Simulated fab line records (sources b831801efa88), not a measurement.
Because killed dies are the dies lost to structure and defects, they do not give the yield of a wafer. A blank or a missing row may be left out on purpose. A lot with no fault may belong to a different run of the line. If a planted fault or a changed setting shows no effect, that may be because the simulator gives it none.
Matching of chambers    flow gf180mcu    GF_V1_CMP_04 on cmp-02: 4 sister chambers
The step polishes SiO2. 4 wafers are shown with their chamber, then 10 later ones without.

== WAFERS WITH THEIR CHAMBER ==
wafer   chamber  motor-current-A (A)
L925.2  3        11.3
L925.6  0        11.6
L927.2  1        11.1
L927.3  2        11.7

== WAFERS WITHOUT THEIR CHAMBER ==
wafer   motor-current-A (A)
L927.4  11.5
L928.3  11.6
L928.5  11.5
L928.6  11.6
L933.3  11.3
L933.4  11.8
L933.5  11.0
L934.1  10.7
L934.3  11.6
L934.4  11.5

== CHAMBER TAKEN BY EACH ==
wafer   from the rows above           in truth
L927.4  can't be placed: 0 or 2 or 3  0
L928.3  can't be placed: 0 or 2       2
L928.5  can't be placed: 0 or 2 or 3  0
L928.6  can't be placed: 0 or 2       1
L933.3  can't be placed: 3 or 1       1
L933.4  can't be placed: 2 or 0       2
L933.5  can't be placed: 1 or 3       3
L934.1  can't be placed: 1 or 3       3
L934.3  can't be placed: 0 or 2       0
L934.4  can't be placed: 0 or 2 or 3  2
Correct placement for 0 of the 10. These rows do not allow placing 10 (true chamber among the candidates in 9). Placed wrongly: 0.
How it was worked out, from the rows above alone: a wafer's distance from a chamber is the root of the sum, over the readings, of the square of ((its reading less the chamber's mean) divided by the reading's scatter). The wafer belongs to the nearest chamber; if the next one is less than 2 further off, it can't be placed. Each chamber's mean is taken over the wafers shown for it. The scatter: with one shown wafer a chamber, the root of the mean of the squares of how far each hidden wafer lies from its nearest shown one.
